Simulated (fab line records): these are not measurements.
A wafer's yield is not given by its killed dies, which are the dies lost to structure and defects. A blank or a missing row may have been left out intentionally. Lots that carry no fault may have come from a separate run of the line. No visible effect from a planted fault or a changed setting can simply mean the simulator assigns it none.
The tool behind it: which one? ; flow sky130 ; 6 lots, 17 wafers sampled, at 1 step of a route of 708

== WHAT THE GAUGES READ, wafer by wafer ==
SKY_POLY_GATE_THK_MEAS_04.
lot;measured;on;POLY_GATE_CVD_03_THK (nm)
L688;day 16 04:59;filmMetro-02;74.9 74.6 74.5
L690;day 17 03:53;filmMetro-02;77.1 76.6 76.6
L694;day 18 11:28;filmMetro-03;76.2 76.3 76.6
L697;day 20 03:44;filmMetro-02;75.7 75.7 75.1
L704;day 22 05:15;filmMetro-02;76.5 76.7 76.3
L707;day 22 21:37;filmMetro-04;75.2 75.0

== EACH LOT AND THE TOOL THAT RAN IT (in order: tool; ch and the chambers of the sampled wafers; start) ==
Record: no process step prior to these readings.

== THE ANSWER, worked out from the rows above alone ==
Rule: the usual values come from the lots themselves. Put in order of their means at a reading, lots are off if they are a third of the lots or fewer, leave a main group of 4 or more, and stand apart from it by a gap of 3 or more times the standard deviation of the main group's means; of several such gaps the widest counts. A main group whose means are all the same, to the digits that the tables above print for the reading, isn't used. A lot without any number at a reading at which 4 lots or more have one is off too. Where the step has rows for the other lots, those lots are counted as sound.
No lot is off at any reading shown: from this, nothing can be told.

== WHAT WAS PUT IN BY THE SIMULATOR ==
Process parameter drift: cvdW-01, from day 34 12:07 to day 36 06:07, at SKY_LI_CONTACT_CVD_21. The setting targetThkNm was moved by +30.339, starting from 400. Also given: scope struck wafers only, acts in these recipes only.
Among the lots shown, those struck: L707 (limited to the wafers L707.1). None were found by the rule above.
